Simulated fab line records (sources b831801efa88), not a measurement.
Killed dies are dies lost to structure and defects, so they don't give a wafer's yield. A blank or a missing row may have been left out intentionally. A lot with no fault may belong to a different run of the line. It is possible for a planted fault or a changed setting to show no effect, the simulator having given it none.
Comparing a struck lot with a sound one || flow sky130 || 15 steps out of a route of 708
Sound: these wafers, L421.2, L421.4, L421.6. Struck: wafers L432.2, L432.6 (left out: L432.3, a lot-mate that was not struck); the cause follows at the end.
Per side, at each step with rows, come the tool, then ch with its chambers, and then its first start. Under that, the readings that differ: sound wafers || struck wafers || difference of the means || sigmas: that difference in standard deviations of wafers without a fault.
alike: readings whose means differ by less than 2 such deviations, and words and numbers that are the same on both sides. not compared: withheld readings, readings that some wafer has no value for, bounds like >300 that may hide the same value, and numbers for which the record gives no deviation and whose values overlap.
The two part at a step that has a row with sigmas, a row that says differs or no value, or rows on one side only. Numbers that don't overlap but have no deviation are shown without sigmas and don't part them. A reading that every wafer of one side lacks parts them only if that side has two wafers or more.

SKY_VIA2_OVL_MEAS_13:
  sound on overlay-01, day 38 04:56; struck on overlay-02, day 41 16:29
{"reading": "VIA2_OVL (nm)", "sound": "-4 -3 -6", "struck": "7 9", "difference": "+12", "sigmas": "+2"}
SKY_VIA2_ETCH_14: etches BARC in N2/H2, stops on SiO2, time 45.9 s, target depth 60 nm.
  sound on rieDiel-03 ch 0,2,3, day 38 04:58; struck on rieDiel-01 ch 0, day 41 16:31
  alike: biasW, drypumpMotorCurrentA, oesProductAu, throttleValvePct
  not compared: rfHoursCounterH
SKY_VIA2_ETCH_15: etches SiO2 in C4F8/O2/Ar, stops on TiN, target depth 546 nm, time 84 s.
  sound on rieDiel-03 ch 0,2,3, day 38 05:01; struck on rieDiel-01 ch 0, day 41 16:33
  alike: biasW, oesProductAu
  not compared: rfHoursCounterH
SKY_VIA2_STRIP_16: strips in O2/N2.
  sound on plasmaAsher-01 ch 0,1, day 38 05:04; struck on plasmaAsher-01 ch 0,1, day 41 16:37
  alike: drypumpMotorCurrentA, oesProductAu, stripTimeToEndpointS
  not compared: rfHoursCounterH
then, 3 steps without rows for these wafers: SKY_VIA2_STRIP_17 (strips in post etch residue remover, time 1200 s); SKY_VIA2_CLEAN_18 (cleans in IPA, time 180 s); SKY_VIA2_CLEAN_19 (cleans in O3/DIW).
SKY_VIA2_SPUTTER_20: material TiN, target thk 20 nm, time 80 s.
  sound on pvdSputter-02, day 38 05:40; struck on pvdSputter-01, day 41 17:17
  alike: throttleValvePct
SKY_VIA2_CVD_21: deposits W, target thk 420 nm, time 126.4 s.
  sound on cvdW-02 ch 0,1, day 38 05:44; struck on cvdW-02 ch 0, day 41 17:22
  alike: chamberPressureTorr, heaterPowerW
SKY_VIA2_RS_MEAS_22: measurement is done with a four-point probe.
  sound on filmMetro-02, day 38 05:53; struck on filmMetro-03, day 41 17:31
  alike: VIA2_W_RS
SKY_VIA2_THK_MEAS_23: measures by xrf.
  sound on filmMetro-02, day 38 05:59; struck on filmMetro-03, day 41 17:37
  alike: VIA2_W_THK
then, 1 step without rows for these wafers: SKY_VIA2_CMP_24 (polishes, stops on SiO2, t overpolish 18.95 s, target thk 0 nm).
SKY_METAL3_SPUTTER_00: material Ti, target thk 15 nm, time 10 s.
  sound on pvdSputter-01, day 38 06:20; struck on pvdSputter-04, day 41 17:58
{"reading": "model.Ti_of_METAL3_SPUTTER_00.thkNm (nm)", "sound": "15.17 14.95 14.96", "struck": "11.22 11.02", "difference": -3.91, "sigmas": ""}
  alike: throttleValvePct
then, 1 step without rows for these wafers: SKY_METAL3_SPUTTER_01 (material TiN, target thk 20 nm, time 16.7 s).
-- the record jumps here: 8 days lie between the struck wafers' starts before and after (it left off in module METAL3 and takes up again in module PAD_OPEN, whose first step shown is number 708 of the route) --
SKY_PAD_OPEN_PROBE_99:
  sound on prober-02, day 47 08:45; struck on prober-01, day 50 00:59
{"reading": "killedAtFrontEnd", "sound": "34 21 22", "struck": "9 16", "difference": -13, "sigmas": -3}
{"reading": "killedShort", "sound": "49 45 30", "struck": "22 35", "difference": -13, "sigmas": -2}
  alike: defectLimitedYield, killed_at_M0_to_M3, killed_at_M4_up, killedAtContacts, killedAtOther, killedDies, killedOpen, sort_bin_3_pad_short, sort_bin_5_function, sort_bin_6_memory, sortNPass, sortYieldPct

== WHERE THEY PART ==
Last at SKY_PAD_OPEN_PROBE_99 as far as this record goes, first at SKY_VIA2_OVL_MEAS_13.

WHY: whatever the simulator had introduced
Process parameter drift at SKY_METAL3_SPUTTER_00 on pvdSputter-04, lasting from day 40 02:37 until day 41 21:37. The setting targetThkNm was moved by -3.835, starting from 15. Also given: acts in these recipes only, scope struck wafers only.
